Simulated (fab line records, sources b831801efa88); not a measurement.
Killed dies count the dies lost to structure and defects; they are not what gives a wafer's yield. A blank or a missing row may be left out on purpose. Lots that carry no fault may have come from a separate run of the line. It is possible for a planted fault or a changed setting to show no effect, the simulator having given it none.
Chamber matching :: flow sky130 :: SKY_PASSIVATION_ETCH_11 on rieDiel-04 has 4 sister chambers
The step etches the open film in CF4/O2, stops on AlCu, target depth 725 nm, time 161.1 s. 8 wafers are shown with their chamber, then 7 later ones without.

WAFERS PAIRED WITH THEIR CHAMBERS
wafer: L081.3
chamber: 2
drypumpMotorCurrentA (A): 6.26
throttleValvePct (%): 5.946

wafer: L085.1
chamber: 2
drypumpMotorCurrentA (A): 6.24
throttleValvePct (%): 5.957

wafer: L085.5
chamber: 0
drypumpMotorCurrentA (A): 5.53
throttleValvePct (%): 5.971

wafer: L086.2
chamber: 3
drypumpMotorCurrentA (A): 6.18
throttleValvePct (%): 5.961

wafer: L086.4
chamber: 1
drypumpMotorCurrentA (A): 6.09
throttleValvePct (%): 5.975

wafer: L086.5
chamber: 3
drypumpMotorCurrentA (A): 6.20
throttleValvePct (%): 5.964

wafer: L090.2
chamber: 0
drypumpMotorCurrentA (A): 5.50
throttleValvePct (%): 5.958

wafer: L090.3
chamber: 1
drypumpMotorCurrentA (A): 6.05
throttleValvePct (%): 5.964

WAFERS WITHOUT THEIR CHAMBER
wafer: L090.4
drypumpMotorCurrentA (A): 6.18
throttleValvePct (%): 5.965

wafer: L092.1
drypumpMotorCurrentA (A): 6.02
throttleValvePct (%): 5.972

wafer: L092.4
drypumpMotorCurrentA (A): 5.54
throttleValvePct (%): 5.967

wafer: L092.5
drypumpMotorCurrentA (A): 6.20
throttleValvePct (%): 5.955

wafer: L094.1
drypumpMotorCurrentA (A): 6.03
throttleValvePct (%): 5.980

wafer: L094.3
drypumpMotorCurrentA (A): 6.23
throttleValvePct (%): 5.974

wafer: L094.4
drypumpMotorCurrentA (A): 5.50
throttleValvePct (%): 5.957

THE CHAMBER EACH PASSED THROUGH
wafer: L090.4
from the rows above: 3
in truth: 3

wafer: L092.1
from the rows above: 1
in truth: 1

wafer: L092.4
from the rows above: 0
in truth: 0

wafer: L092.5
from the rows above: can't be placed: 3 or 2
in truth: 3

wafer: L094.1
from the rows above: 1
in truth: 1

wafer: L094.3
from the rows above: can't be placed: 3 or 2
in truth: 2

wafer: L094.4
from the rows above: 0
in truth: 0
5 of 7 placed correctly. Unplaceable from these rows: 2, with the true chamber sitting among the candidates in 2. 0 placed wrongly.
How it was worked out, from the rows above alone: a wafer's distance from a chamber is the root of the sum, over the readings, of the square of ((its reading less the chamber's mean) divided by the reading's scatter). The wafer belongs to the nearest chamber; if the next one is less than 2 further off, it can't be placed. A chamber's mean is the mean of its shown wafers. How the scatter is found: for the shown wafers, subtract from each reading the mean of its chamber, square and add these, divide the total by (wafers less chambers), then take the root.
